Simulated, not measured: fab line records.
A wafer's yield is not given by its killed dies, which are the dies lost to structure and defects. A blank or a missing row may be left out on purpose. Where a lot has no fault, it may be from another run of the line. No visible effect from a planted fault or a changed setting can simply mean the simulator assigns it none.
Matching of chambers :: flow gf180mcu :: GF_STI_CMP_25 on cmp-02 has 4 sister chambers
The step polishes, stops on Si3N4, t overpolish 33 s, target thk 524.6 nm. 24 wafers are shown with their chamber, then 12 later ones without.

== WAFERS PAIRED WITH THEIR CHAMBERS ==
wafer: L074.1
chamber: 1
motor-current-A (A): 11.5
overpolish-run-s (s): 33.002
time-to-endpoint-s (s): 127

wafer: L074.5
chamber: 0
motor-current-A (A): 12.1
overpolish-run-s (s): 32.981
time-to-endpoint-s (s): 131

wafer: L074.6
chamber: 1
motor-current-A (A): 11.4
overpolish-run-s (s): 32.994
time-to-endpoint-s (s): 127

wafer: L075.1
chamber: 2
motor-current-A (A): 11.7
overpolish-run-s (s): 32.989
time-to-endpoint-s (s): 125

wafer: L075.3
chamber: 1
motor-current-A (A): 10.5
overpolish-run-s (s): 33.007
time-to-endpoint-s (s): 121

wafer: L075.5
chamber: 1
motor-current-A (A): 11.0
overpolish-run-s (s): 33.004
time-to-endpoint-s (s): 123

wafer: L076.1
chamber: 0
motor-current-A (A): 11.4
overpolish-run-s (s): 33.006
time-to-endpoint-s (s): 132

wafer: L076.2
chamber: 3
motor-current-A (A): 12.0
overpolish-run-s (s): 33.002
time-to-endpoint-s (s): 126

wafer: L076.3
chamber: 1
motor-current-A (A): 10.9
overpolish-run-s (s): 33.000
time-to-endpoint-s (s): 124

wafer: L076.4
chamber: 2
motor-current-A (A): 11.4
overpolish-run-s (s): 32.994
time-to-endpoint-s (s): 127

wafer: L076.5
chamber: 3
motor-current-A (A): 12.0
overpolish-run-s (s): 32.969
time-to-endpoint-s (s): 129

wafer: L076.6
chamber: 0
motor-current-A (A): 11.7
overpolish-run-s (s): 32.995
time-to-endpoint-s (s): 132

wafer: L080.2
chamber: 1
motor-current-A (A): 10.8
overpolish-run-s (s): 32.999
time-to-endpoint-s (s): 126

wafer: L080.5
chamber: 2
motor-current-A (A): 11.7
overpolish-run-s (s): 33.013
time-to-endpoint-s (s): 134

wafer: L080.6
chamber: 1
motor-current-A (A): 10.9
overpolish-run-s (s): 32.990
time-to-endpoint-s (s): 128

wafer: L081.1
chamber: 0
motor-current-A (A): 12.2
overpolish-run-s (s): 32.994
time-to-endpoint-s (s): 120

wafer: L081.3
chamber: 3
motor-current-A (A): 11.3
overpolish-run-s (s): 33.001
time-to-endpoint-s (s): 124

wafer: L081.4
chamber: 1
motor-current-A (A): 11.1
overpolish-run-s (s): 32.997
time-to-endpoint-s (s): 122

wafer: L085.1
chamber: 1
motor-current-A (A): 11.8
overpolish-run-s (s): 32.985
time-to-endpoint-s (s): 122

wafer: L085.2
chamber: 3
motor-current-A (A): 11.5
overpolish-run-s (s): 32.999
time-to-endpoint-s (s): 126

wafer: L085.5
chamber: 2
motor-current-A (A): 11.3
overpolish-run-s (s): 33.008
time-to-endpoint-s (s): 119

wafer: L088.1
chamber: 2
motor-current-A (A): 11.6
overpolish-run-s (s): 33.010
time-to-endpoint-s (s): 123

wafer: L088.3
chamber: 0
motor-current-A (A): 12.5
overpolish-run-s (s): 33.005
time-to-endpoint-s (s): 123

wafer: L088.4
chamber: 3
motor-current-A (A): 12.0
overpolish-run-s (s): 32.986
time-to-endpoint-s (s): 124

SIGNATURES (means of the wafers above)
reading: motor-current-A
chamber 0: 11.980
chamber 1: 11.100
chamber 2: 11.540
chamber 3: 11.760
scatter within a chamber: 0.361

reading: overpolish-run-s
chamber 0: 32.99620
chamber 1: 32.99756
chamber 2: 33.00280
chamber 3: 32.99140
scatter within a chamber: 0.0101

reading: time-to-endpoint-s
chamber 0: 127.60
chamber 1: 124.44
chamber 2: 125.60
chamber 3: 125.80
scatter within a chamber: 4.02
Rule: for a wafer and a chamber, the distance is found by dividing, reading by reading, the gap between the wafer's reading and the chamber's mean by the reading's scatter, squaring, summing and taking the root. If the next closest chamber is less than 2 further off than the closest, the wafer can't be placed; otherwise it belongs to the closest. The scatter is the square root of a quotient: the sum, over the shown wafers, of each reading's squared deviation from its chamber's mean, divided by wafers minus chambers.

== WAFERS WITH NO CHAMBER GIVEN ==
wafer: L090.4
motor-current-A (A): 12.4
overpolish-run-s (s): 32.990
time-to-endpoint-s (s): 124

wafer: L090.5
motor-current-A (A): 11.2
overpolish-run-s (s): 33.008
time-to-endpoint-s (s): 127

wafer: L090.6
motor-current-A (A): 11.6
overpolish-run-s (s): 33.011
time-to-endpoint-s (s): 120

wafer: L094.1
motor-current-A (A): 10.8
overpolish-run-s (s): 32.995
time-to-endpoint-s (s): 123

wafer: L094.2
motor-current-A (A): 12.1
overpolish-run-s (s): 33.003
time-to-endpoint-s (s): 126

wafer: L094.4
motor-current-A (A): 12.3
overpolish-run-s (s): 32.997
time-to-endpoint-s (s): 126

wafer: L096.2
motor-current-A (A): 11.9
overpolish-run-s (s): 33.014
time-to-endpoint-s (s): 131

wafer: L096.3
motor-current-A (A): 12.6
overpolish-run-s (s): 33.006
time-to-endpoint-s (s): 134

wafer: L096.6
motor-current-A (A): 12.0
overpolish-run-s (s): 32.986
time-to-endpoint-s (s): 128

wafer: L097.1
motor-current-A (A): 10.9
overpolish-run-s (s): 33.012
time-to-endpoint-s (s): 123

wafer: L097.2
motor-current-A (A): 11.6
overpolish-run-s (s): 33.003
time-to-endpoint-s (s): 126

wafer: L097.3
motor-current-A (A): 12.1
overpolish-run-s (s): 32.994
time-to-endpoint-s (s): 128

== EACH ONE'S CHAMBER ==
wafer: L090.4
from the rows above: can't be placed: 0 or 3 or 2
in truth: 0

wafer: L090.5
from the rows above: can't be placed: 2 or 1 or 3 or 0
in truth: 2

wafer: L090.6
from the rows above: can't be placed: 2 or 1 or 3 or 0
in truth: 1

wafer: L094.1
from the rows above: can't be placed: 1 or 2 or 3
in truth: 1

wafer: L094.2
from the rows above: can't be placed: 0 or 3 or 2 or 1
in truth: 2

wafer: L094.4
from the rows above: can't be placed: 0 or 3 or 2
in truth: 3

wafer: L096.2
from the rows above: can't be placed: 0 or 2 or 3 or 1
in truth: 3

wafer: L096.3
from the rows above: can't be placed: 0 or 3 or 2
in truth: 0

wafer: L096.6
from the rows above: can't be placed: 3 or 0 or 2 or 1
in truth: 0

wafer: L097.1
from the rows above: can't be placed: 1 or 2 or 3 or 0
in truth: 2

wafer: L097.2
from the rows above: can't be placed: 2 or 3 or 0 or 1
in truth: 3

wafer: L097.3
from the rows above: can't be placed: 0 or 3 or 2
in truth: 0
Correct placement for 0 of the 12. Can't be placed from these rows: 12 (the true chamber is among the candidates in 12). 0 placed wrongly.
